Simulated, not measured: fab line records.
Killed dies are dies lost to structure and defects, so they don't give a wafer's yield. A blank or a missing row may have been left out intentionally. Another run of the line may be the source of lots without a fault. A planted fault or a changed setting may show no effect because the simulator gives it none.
The tool behind it: which one? || flow gf180mcu || Sampling: 13 lots, 39 wafers, 4 of 602 route steps

WHAT THE GAUGES READ, wafer by wafer
GF_SAB_THK_MEAS_01.
{"lot": "L629", "measured": "day 14 00:53", "on": "film_metro-04", "SAB_CVD_00_THK (nm)": "49.2 49.2 50.1"}
{"lot": "L630", "measured": "day 14 10:15", "on": "film_metro-04", "SAB_CVD_00_THK (nm)": "50.6 50.7 50.6"}
{"lot": "L631", "measured": "day 14 20:42", "on": "film_metro-04", "SAB_CVD_00_THK (nm)": "49.2 49.7 49.9"}
{"lot": "L633", "measured": "day 15 09:50", "on": "film_metro-04", "SAB_CVD_00_THK (nm)": "49.0 50.0 50.2"}
{"lot": "L639", "measured": "day 17 22:43", "on": "film_metro-04", "SAB_CVD_00_THK (nm)": "49.5 49.8 50.3"}
{"lot": "L640", "measured": "day 18 04:09", "on": "film_metro-04", "SAB_CVD_00_THK (nm)": "49.4 50.6 50.2"}
{"lot": "L641", "measured": "day 18 10:28", "on": "film_metro-04", "SAB_CVD_00_THK (nm)": "50.5 50.5 50.0"}
{"lot": "L642", "measured": "day 18 21:38", "on": "film_metro-02", "SAB_CVD_00_THK (nm)": "49.9 50.5 51.3"}
{"lot": "L646", "measured": "day 20 11:55", "on": "film_metro-02", "SAB_CVD_00_THK (nm)": "49.8 49.6 50.8"}
{"lot": "L647", "measured": "day 21 04:11", "on": "film_metro-01", "SAB_CVD_00_THK (nm)": "49.7 50.5 50.7"}
{"lot": "L648", "measured": "day 21 01:54", "on": "film_metro-02", "SAB_CVD_00_THK (nm)": "50.0 50.6 49.8"}
{"lot": "L650", "measured": "day 21 18:53", "on": "film_metro-02", "SAB_CVD_00_THK (nm)": "49.4 49.9 49.9"}
{"lot": "L652", "measured": "day 22 09:14", "on": "film_metro-01", "SAB_CVD_00_THK (nm)": "49.5 50.8 50.1"}

GF_SAB_CD_MEAS_09: the cd target is 420 nm.
{"lot": "L629", "measured": "day 14 21:41", "on": "cd_sem-01", "cd_nm (nm)": "417.4 418.7 419.9"}
{"lot": "L630", "measured": "day 15 06:37", "on": "cd_sem-02", "cd_nm (nm)": "421.2 422.2 420.3"}
{"lot": "L631", "measured": "day 15 16:31", "on": "cd_sem-02", "cd_nm (nm)": "417.6 416.6 420.2"}
{"lot": "L633", "measured": "day 16 07:25", "on": "cd_sem-01", "cd_nm (nm)": "420.4 421.0 421.6"}
{"lot": "L639", "measured": "day 18 22:31", "on": "cd_sem-02", "cd_nm (nm)": "418.3 418.3 419.9"}
{"lot": "L640", "measured": "day 19 03:59", "on": "cd_sem-01", "cd_nm (nm)": "418.3 419.0 419.6"}
{"lot": "L641", "measured": "day 19 11:04", "on": "cd_sem-01", "cd_nm (nm)": "418.6 416.9 419.2"}
{"lot": "L642", "measured": "day 19 21:43", "on": "cd_sem-02", "cd_nm (nm)": "419.8 418.7 419.8"}
{"lot": "L646", "measured": "day 21 11:49", "on": "cd_sem-02", "cd_nm (nm)": "418.8 419.8 417.0"}
{"lot": "L647", "measured": "day 22 03:30", "on": "cd_sem-02", "cd_nm (nm)": "416.6 417.9 418.3"}
{"lot": "L648", "measured": "day 22 01:43", "on": "cd_sem-01", "cd_nm (nm)": "420.0 419.5 420.1"}
{"lot": "L650", "measured": "day 22 17:22", "on": "cd_sem-02", "cd_nm (nm)": "424.9 423.7 421.9"}
{"lot": "L652", "measured": "day 23 08:03", "on": "cd_sem-02", "cd_nm (nm)": "422.5 421.9 422.5"}

TOOL THAT RAN EACH LOT (tool first, then ch and the chambers of the sampled wafers, then the start)
{"lot": "L629", "GF_HV_LDD_STRIP_37": "plasma_asher-01 ch 0,1, day 11 09:58", "GF_PSD_STRIP_10": "plasma_asher-03 ch 0,1, day 14 00:20"}
{"lot": "L630", "GF_HV_LDD_STRIP_37": "plasma_asher-01 ch 0,1, day 11 17:36", "GF_PSD_STRIP_10": "plasma_asher-02 ch 0,1, day 14 09:42"}
{"lot": "L631", "GF_HV_LDD_STRIP_37": "plasma_asher-01 ch 1, day 12 04:10", "GF_PSD_STRIP_10": "plasma_asher-02 ch 0,1, day 14 20:05"}
{"lot": "L633", "GF_HV_LDD_STRIP_37": "plasma_asher-03 ch 0,1, day 12 18:13", "GF_PSD_STRIP_10": "plasma_asher-03 ch 0,1, day 15 09:16"}
{"lot": "L639", "GF_HV_LDD_STRIP_37": "plasma_asher-02 ch 0,1, day 14 22:28", "GF_PSD_STRIP_10": "plasma_asher-02 ch 0,1, day 17 22:10"}
{"lot": "L640", "GF_HV_LDD_STRIP_37": "plasma_asher-02 ch 0,1, day 15 02:52", "GF_PSD_STRIP_10": "plasma_asher-03 ch 0,1, day 18 03:35"}
{"lot": "L641", "GF_HV_LDD_STRIP_37": "plasma_asher-01 ch 0,1, day 15 08:52", "GF_PSD_STRIP_10": "plasma_asher-04 ch 0,1, day 18 09:55"}
{"lot": "L642", "GF_HV_LDD_STRIP_37": "plasma_asher-01 ch 0,1, day 15 19:22", "GF_PSD_STRIP_10": "plasma_asher-03 ch 0,1, day 18 21:04"}
{"lot": "L646", "GF_HV_LDD_STRIP_37": "plasma_asher-03 ch 0,1, day 17 07:31", "GF_PSD_STRIP_10": "plasma_asher-04 ch 0,1, day 20 11:22"}
{"lot": "L647", "GF_HV_LDD_STRIP_37": "plasma_asher-01 ch 0,1, day 17 20:27", "GF_PSD_STRIP_10": "plasma_asher-03 ch 0,1, day 21 03:39"}
{"lot": "L648", "GF_HV_LDD_STRIP_37": "plasma_asher-03 ch 0,1, day 17 21:09", "GF_PSD_STRIP_10": "plasma_asher-04 ch 0,1, day 21 01:21"}
{"lot": "L650", "GF_HV_LDD_STRIP_37": "plasma_asher-03 ch 0,1, day 18 13:55", "GF_PSD_STRIP_10": "plasma_asher-02 ch 0,1, day 21 18:19"}
{"lot": "L652", "GF_HV_LDD_STRIP_37": "plasma_asher-01 ch 0,1, day 19 03:34", "GF_PSD_STRIP_10": "plasma_asher-03 ch 0,1, day 22 08:42"}
- GF_HV_LDD_STRIP_37: strips in O2/N2.
- GF_PSD_STRIP_10: strips in O2/N2.

AS READ BY THE TOOLS THEMSELVES (means over the sampled wafers that have a number; for cases with no such wafer, the mark the record gives instead)
GF_HV_LDD_STRIP_37.
{"lot": "L629", "tool": "plasma_asher-01", "chamber_pressure_mTorr (mTorr)": 1499.6, "drypump_motor_current_A (A)": 5.7, "heater_power_w (W)": 347, "o2_flow_sccm (sccm)": 3003, "oes_product_au (a.u.)": 0.712, "strip_time_to_endpoint_s (s)": 12.62}
{"lot": "L630", "tool": "plasma_asher-01", "chamber_pressure_mTorr (mTorr)": 1499.4, "drypump_motor_current_A (A)": 5.9, "heater_power_w (W)": 356, "o2_flow_sccm (sccm)": 3002, "oes_product_au (a.u.)": 0.715, "strip_time_to_endpoint_s (s)": 12.71}
{"lot": "L631", "tool": "plasma_asher-01", "chamber_pressure_mTorr (mTorr)": 1500.3, "drypump_motor_current_A (A)": 5.5, "heater_power_w (W)": 331, "o2_flow_sccm (sccm)": 2992, "oes_product_au (a.u.)": 0.712, "strip_time_to_endpoint_s (s)": 12.65}
{"lot": "L633", "tool": "plasma_asher-03", "chamber_pressure_mTorr (mTorr)": 1500.3, "drypump_motor_current_A (A)": 5.3, "heater_power_w (W)": 325, "o2_flow_sccm (sccm)": 2996, "oes_product_au (a.u.)": 0.722, "strip_time_to_endpoint_s (s)": 12.66}
{"lot": "L639", "tool": "plasma_asher-02", "chamber_pressure_mTorr (mTorr)": 1499.2, "drypump_motor_current_A (A)": 6.2, "heater_power_w (W)": 380, "o2_flow_sccm (sccm)": 2993, "oes_product_au (a.u.)": 0.711, "strip_time_to_endpoint_s (s)": 12.63}
{"lot": "L640", "tool": "plasma_asher-02", "chamber_pressure_mTorr (mTorr)": 1500.3, "drypump_motor_current_A (A)": 6.3, "heater_power_w (W)": 380, "o2_flow_sccm (sccm)": 2994, "oes_product_au (a.u.)": 0.714, "strip_time_to_endpoint_s (s)": 12.67}
{"lot": "L641", "tool": "plasma_asher-01", "chamber_pressure_mTorr (mTorr)": 1499.5, "drypump_motor_current_A (A)": 5.9, "heater_power_w (W)": 356, "o2_flow_sccm (sccm)": 3003, "oes_product_au (a.u.)": 0.715, "strip_time_to_endpoint_s (s)": 12.66}
{"lot": "L642", "tool": "plasma_asher-01", "chamber_pressure_mTorr (mTorr)": 1499.6, "drypump_motor_current_A (A)": 5.7, "heater_power_w (W)": 344, "o2_flow_sccm (sccm)": 2999, "oes_product_au (a.u.)": 0.716, "strip_time_to_endpoint_s (s)": 12.65}
{"lot": "L646", "tool": "plasma_asher-03", "chamber_pressure_mTorr (mTorr)": 1500.7, "drypump_motor_current_A (A)": 5.1, "heater_power_w (W)": 326, "o2_flow_sccm (sccm)": 2993, "oes_product_au (a.u.)": 0.718, "strip_time_to_endpoint_s (s)": 12.61}
{"lot": "L647", "tool": "plasma_asher-01", "chamber_pressure_mTorr (mTorr)": 1500.7, "drypump_motor_current_A (A)": 5.9, "heater_power_w (W)": 348, "o2_flow_sccm (sccm)": 2993, "oes_product_au (a.u.)": 0.721, "strip_time_to_endpoint_s (s)": 12.61}
{"lot": "L648", "tool": "plasma_asher-03", "chamber_pressure_mTorr (mTorr)": 1500.0, "drypump_motor_current_A (A)": 5.1, "heater_power_w (W)": 316, "o2_flow_sccm (sccm)": 3002, "oes_product_au (a.u.)": 0.719, "strip_time_to_endpoint_s (s)": 12.61}
{"lot": "L650", "tool": "plasma_asher-03", "chamber_pressure_mTorr (mTorr)": 1499.3, "drypump_motor_current_A (A)": 5.2, "heater_power_w (W)": 323, "o2_flow_sccm (sccm)": 3003, "oes_product_au (a.u.)": 0.715, "strip_time_to_endpoint_s (s)": 12.64}
{"lot": "L652", "tool": "plasma_asher-01", "chamber_pressure_mTorr (mTorr)": 1497.8, "drypump_motor_current_A (A)": 5.7, "heater_power_w (W)": 346, "o2_flow_sccm (sccm)": 2992, "oes_product_au (a.u.)": 0.719, "strip_time_to_endpoint_s (s)": 12.61}

GF_PSD_STRIP_10.
{"lot": "L629", "tool": "plasma_asher-03", "chamber_pressure_mTorr (mTorr)": 1499.6, "drypump_motor_current_A (A)": 5.1, "heater_power_w (W)": 324, "o2_flow_sccm (sccm)": 3005, "oes_product_au (a.u.)": 0.589, "strip_time_to_endpoint_s (s)": 16.59}
{"lot": "L630", "tool": "plasma_asher-02", "chamber_pressure_mTorr (mTorr)": 1500.1, "drypump_motor_current_A (A)": 6.3, "heater_power_w (W)": 377, "o2_flow_sccm (sccm)": 2984, "oes_product_au (a.u.)": 0.588, "strip_time_to_endpoint_s (s)": 16.66}
{"lot": "L631", "tool": "plasma_asher-02", "chamber_pressure_mTorr (mTorr)": 1498.7, "drypump_motor_current_A (A)": 6.3, "heater_power_w (W)": 379, "o2_flow_sccm (sccm)": 2999, "oes_product_au (a.u.)": 0.590, "strip_time_to_endpoint_s (s)": 16.53}
{"lot": "L633", "tool": "plasma_asher-03", "chamber_pressure_mTorr (mTorr)": 1501.2, "drypump_motor_current_A (A)": 5.3, "heater_power_w (W)": 321, "o2_flow_sccm (sccm)": 3004, "oes_product_au (a.u.)": 0.588, "strip_time_to_endpoint_s (s)": 16.59}
{"lot": "L639", "tool": "plasma_asher-02", "chamber_pressure_mTorr (mTorr)": 1499.8, "drypump_motor_current_A (A)": 6.3, "heater_power_w (W)": 382, "o2_flow_sccm (sccm)": 3002, "oes_product_au (a.u.)": 0.593, "strip_time_to_endpoint_s (s)": 16.60}
{"lot": "L640", "tool": "plasma_asher-03", "chamber_pressure_mTorr (mTorr)": 1500.4, "drypump_motor_current_A (A)": 5.3, "heater_power_w (W)": 326, "o2_flow_sccm (sccm)": 3594, "oes_product_au (a.u.)": 0.597, "strip_time_to_endpoint_s (s)": 16.45}
{"lot": "L641", "tool": "plasma_asher-04", "chamber_pressure_mTorr (mTorr)": 1500.4, "drypump_motor_current_A (A)": 6.1, "heater_power_w (W)": 322, "o2_flow_sccm (sccm)": 3005, "oes_product_au (a.u.)": 0.590, "strip_time_to_endpoint_s (s)": 16.66}
{"lot": "L642", "tool": "plasma_asher-03", "chamber_pressure_mTorr (mTorr)": 1501.4, "drypump_motor_current_A (A)": 5.3, "heater_power_w (W)": 322, "o2_flow_sccm (sccm)": 3594, "oes_product_au (a.u.)": 0.596, "strip_time_to_endpoint_s (s)": 16.44}
{"lot": "L646", "tool": "plasma_asher-04", "chamber_pressure_mTorr (mTorr)": 1499.2, "drypump_motor_current_A (A)": 6.1, "heater_power_w (W)": 317, "o2_flow_sccm (sccm)": 3007, "oes_product_au (a.u.)": 0.590, "strip_time_to_endpoint_s (s)": 16.62}
{"lot": "L647", "tool": "plasma_asher-03", "chamber_pressure_mTorr (mTorr)": 1500.7, "drypump_motor_current_A (A)": 5.1, "heater_power_w (W)": 322, "o2_flow_sccm (sccm)": 2998, "oes_product_au (a.u.)": 0.591, "strip_time_to_endpoint_s (s)": 16.58}
{"lot": "L648", "tool": "plasma_asher-04", "chamber_pressure_mTorr (mTorr)": 1500.3, "drypump_motor_current_A (A)": 6.1, "heater_power_w (W)": 317, "o2_flow_sccm (sccm)": 3001, "oes_product_au (a.u.)": 0.593, "strip_time_to_endpoint_s (s)": 16.61}
{"lot": "L650", "tool": "plasma_asher-02", "chamber_pressure_mTorr (mTorr)": 1500.7, "drypump_motor_current_A (A)": 6.2, "heater_power_w (W)": 365, "o2_flow_sccm (sccm)": 3006, "oes_product_au (a.u.)": 0.593, "strip_time_to_endpoint_s (s)": 16.59}
{"lot": "L652", "tool": "plasma_asher-03", "chamber_pressure_mTorr (mTorr)": 1500.2, "drypump_motor_current_A (A)": 5.3, "heater_power_w (W)": 323, "o2_flow_sccm (sccm)": 3002, "oes_product_au (a.u.)": 0.588, "strip_time_to_endpoint_s (s)": 16.63}

THE ANSWER, worked out from the rows above alone
Rule: what is usual is taken from the lots themselves. The widest of any qualifying gaps counts: lots, ordered by their means at a reading, are off when they make up no more than a third of the lots, leave a main group of 4 or more, and stand apart from it by 3 or more times the standard deviation of that group's means. The tables above print the reading to a certain number of digits; a main group whose means all agree to those digits is not used. Also off: a lot with no number at a reading for which 4 or more lots have one. Where the step has rows for the other lots, those lots are counted as sound. The gauges are gone through in route order, then the tools' own readings, and for those a lot's mean is taken as printed above. At the first step where some lot is off, the reading lying furthest off is the one used; lots without a number count as furthest.
Off at GF_PSD_STRIP_10 (o2_flow_sccm): L640, L642. Mean 3001 sccm and standard deviation 6.1 in the main group.
If a tool, at that step or one of the process steps before it, ran each lot that is off and ran no sound lot following the first of them, it fits. No candidate that was tried fits.

WHAT THE SIMULATOR HAD PUT IN
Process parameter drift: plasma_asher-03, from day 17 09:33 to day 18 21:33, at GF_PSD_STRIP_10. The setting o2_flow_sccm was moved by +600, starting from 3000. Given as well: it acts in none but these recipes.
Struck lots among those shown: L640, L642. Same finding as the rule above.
